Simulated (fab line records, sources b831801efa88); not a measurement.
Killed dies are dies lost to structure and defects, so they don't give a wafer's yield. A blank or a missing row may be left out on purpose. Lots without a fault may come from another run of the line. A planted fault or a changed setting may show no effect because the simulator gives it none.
A struck lot beside a sound one | flow gf180mcu | 43 steps out of a route of 602
Sound: wafers L748.1, L748.2, L748.5. Struck: wafers L759.1, L759.2, L759.3. The cause comes at the end.
At each step with rows: each side's tool, then ch and its chambers, then its first start. Under that, the readings that differ: sound wafers | struck wafers | difference of the means | sigmas: that difference in standard deviations of wafers without a fault.
alike: readings whose means differ by less than 2 such deviations, and words and numbers that are the same on both sides. not compared: withheld readings, readings that some wafer has no value for, bounds like >300 that may hide the same value, and numbers for which the record gives no deviation and whose values overlap.
The two part at a step that has a row with sigmas, a row that says differs or no value, or rows on one side only. Numbers that don't overlap but have no deviation are shown without sigmas and don't part them. A reading that every wafer of one side lacks parts them only if that side has two wafers or more.

first, 1 step without rows for these wafers: GF_LVPWELL_IMPLANT_09.
GF_LVPWELL_STRIP_10: strips in O2/N2.
  sound on plasma_asher-03 ch 0,1, day 5 11:56; struck on plasma_asher-04 ch 0,1, day 8 01:53
  alike: drypump_motor_current_A, heater_power_w, oes_product_au, strip_time_to_endpoint_s
  not compared: rf_hours_counter_h
GF_LVPWELL_TW_MEAS_11:
  sound on film_metro-04, day 5 12:02; struck on film_metro-04, day 8 01:59
  alike: LVPWELL_TW
then, 7 steps without rows for these wafers: GF_MVSD_DEHYDRATE_00 (time 60 s); GF_MVSD_HMDS_01 (prime time 60 s); GF_MVSD_COAT_02 (resist thk 3000 nm); GF_MVSD_SOFTBAKE_03; GF_MVSD_EXPOSE_04 (exposes mask MVSD, target cd 1000 nm); GF_MVSD_PEB_05; GF_MVSD_DEVELOP_06 (develop time 60 s).
GF_MVSD_OVL_MEAS_07:
  sound on overlay-02, day 6 02:08; struck on overlay-01, day 8 17:13
  alike: MVSD_OVL
then, 1 step without rows for these wafers: GF_MVSD_IMPLANT_08.
GF_MVSD_IMPLANT_09:
  sound on implanter-01 ch 0, day 6 02:19; struck on implanter-01, day 8 17:24
  no value came back on the struck wafers for beam_energy_keV, beam_on_s (s), end_station_pressure_torr (Torr), implant_ion_amu; on the sound wafers beam_energy_keV reads 99.99 100.02 99.98
GF_MVSD_STRIP_10: strips in O2/N2.
  sound on plasma_asher-01 ch 0,1, day 6 02:28; struck on plasma_asher-02 ch 0,1, day 8 17:33
  alike: drypump_motor_current_A, heater_power_w, oes_product_au, strip_time_to_endpoint_s
  not compared: rf_hours_counter_h
GF_MVSD_TW_MEAS_11:
  sound on film_metro-03, day 6 02:34; struck on film_metro-03, day 8 17:39
  reading | sound          | struck         | difference | sigmas
  MVSD_TW | 1546 1555 1544 | 1474 1471 1475 | -75        | -6
then, 7 steps without rows for these wafers: GF_MVPSD_DEHYDRATE_00 (time 60 s); GF_MVPSD_HMDS_01 (prime time 60 s); GF_MVPSD_COAT_02 (resist thk 3000 nm); GF_MVPSD_SOFTBAKE_03; GF_MVPSD_EXPOSE_04 (exposes mask MVPSD, target cd 1000 nm); GF_MVPSD_PEB_05; GF_MVPSD_DEVELOP_06 (develop time 60 s).
GF_MVPSD_OVL_MEAS_07:
  sound on overlay-01, day 6 17:32; struck on overlay-01, day 9 10:26
  alike: MVPSD_OVL
then, 2 steps without rows for these wafers: GF_MVPSD_IMPLANT_08; GF_MVPSD_IMPLANT_09.
GF_MVPSD_STRIP_10: strips in O2/N2.
  sound on plasma_asher-01 ch 0,1, day 6 17:52; struck on plasma_asher-03 ch 0,1, day 9 10:46
  alike: drypump_motor_current_A, heater_power_w, oes_product_au, strip_time_to_endpoint_s
  not compared: rf_hours_counter_h
GF_MVPSD_TW_MEAS_11:
  sound on film_metro-03, day 6 17:58; struck on film_metro-01, day 9 10:52
  reading  | sound       | struck      | difference | sigmas
  MVPSD_TW | 542 542 542 | 551 552 552 | +10        | +2
then, 3 steps without rows for these wafers: GF_VT_IMPLANT_DEHYDRATE_00 (time 60 s); GF_VT_IMPLANT_HMDS_01 (prime time 60 s); GF_VT_IMPLANT_COAT_02 (resist thk 1000 nm).
GF_VT_IMPLANT_SOFTBAKE_03: time 61.9 s.
  sound on litho_track-02 ch 0, day 7 01:19; struck on litho_track-04 ch 0, day 9 19:16
  alike: exhaust_pa, plate_sensor_t_centre_C, plate_sensor_t_edge_C, resist_line_temp_C
then, 3 steps without rows for these wafers: GF_VT_IMPLANT_EXPOSE_04 (exposes mask LVPWELL LV AREA, target cd 600 nm); GF_VT_IMPLANT_PEB_05; GF_VT_IMPLANT_DEVELOP_06 (develop time 60 s).
GF_VT_IMPLANT_OVL_MEAS_07:
  sound on overlay-02, day 7 08:43; struck on overlay-01, day 10 04:10
  alike: VT_IMPLANT_OVL
then, 1 step without rows for these wafers: GF_VT_IMPLANT_IMPLANT_08.
GF_VT_IMPLANT_STRIP_09: strips in O2/N2.
  sound on plasma_asher-04 ch 0,1, day 7 08:53; struck on plasma_asher-02 ch 0,1, day 10 04:20
  alike: drypump_motor_current_A, heater_power_w, oes_product_au, strip_time_to_endpoint_s
  not compared: rf_hours_counter_h
GF_VT_IMPLANT_TW_MEAS_10:
  sound on film_metro-04, day 7 08:59; struck on film_metro-04, day 10 04:26
  alike: VT_IMPLANT_TW
then, 4 steps without rows for these wafers: GF_VT_IMPLANT_DEHYDRATE_11 (time 60 s); GF_VT_IMPLANT_HMDS_12 (prime time 60 s); GF_VT_IMPLANT_COAT_13 (resist thk 1000 nm); GF_VT_IMPLANT_SOFTBAKE_14 (time 60 s).
-- the record jumps here: 2 days lie between the struck wafers' starts before and after --
GF_VT_IMPLANT_RS_MEAS_46: measures by four-point-probe.
  sound on film_metro-04, day 9 10:01; struck on film_metro-04, day 12 13:19
  reading          | sound             | struck | difference                    | sigmas
  MVSD_RS (ohm/sq) | 460.0 459.2 460.3 | - - -  | no value on the struck wafers |

WHERE THEY PART
First at GF_MVSD_IMPLANT_09; last, within this record, at GF_VT_IMPLANT_RS_MEAS_46.

WHY: what the simulator had put in
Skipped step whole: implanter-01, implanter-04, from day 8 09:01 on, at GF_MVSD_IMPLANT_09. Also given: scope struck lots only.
